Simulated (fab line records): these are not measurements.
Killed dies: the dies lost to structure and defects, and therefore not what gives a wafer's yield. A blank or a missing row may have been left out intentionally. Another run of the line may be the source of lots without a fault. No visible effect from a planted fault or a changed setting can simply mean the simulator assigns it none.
Chamber matching | flow gf180mcu | GF_CONTACT_CMP_27 on cmp-01: 4 sister chambers
The step polishes, stops on SiO2, t overpolish 15 s, target thk 0 nm. 4 wafers are shown with their chamber, then 9 later ones without.

== WAFERS PAIRED WITH THEIR CHAMBERS ==
wafer  | chamber | motor-current-A (A)
L344.1 | 1       | 11.0
L344.3 | 0       | 8.6
L345.2 | 2       | 12.3
L345.6 | 3       | 8.8

== WAFERS WITHOUT THEIR CHAMBER ==
wafer  | motor-current-A (A)
L347.2 | 12.0
L347.3 | 8.9
L347.4 | 8.6
L350.1 | 10.1
L350.4 | 12.4
L350.6 | 10.1
L348.2 | 9.0
L348.3 | 9.0
L348.5 | 9.1

== EACH ONE'S CHAMBER ==
wafer  | from the rows above          | in truth
L347.2 | can't be placed: 2 or 1      | 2
L347.3 | can't be placed: 3 or 0      | 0
L347.4 | can't be placed: 0 or 3      | 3
L350.1 | can't be placed: 1 or 3 or 0 | 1
L350.4 | 2                            | 2
L350.6 | can't be placed: 1 or 3 or 0 | 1
L348.2 | can't be placed: 3 or 0      | 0
L348.3 | can't be placed: 3 or 0      | 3
L348.5 | can't be placed: 3 or 0      | 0
Correct placement for 1 of the 9. Unplaceable from these rows: 8, with the true chamber sitting among the candidates in 8. Number placed wrongly: 0.
How it was worked out, from the rows above alone: a wafer's distance from a chamber is the root of the sum, over the readings, of the square of ((its reading less the chamber's mean) divided by the reading's scatter). The wafer belongs to the nearest chamber; if the next one is less than 2 further off, it can't be placed. The mean given for a chamber averages the wafers shown for that chamber. The scatter: root of mean squared gap, hidden wafer to nearest shown wafer, with one shown wafer a chamber.
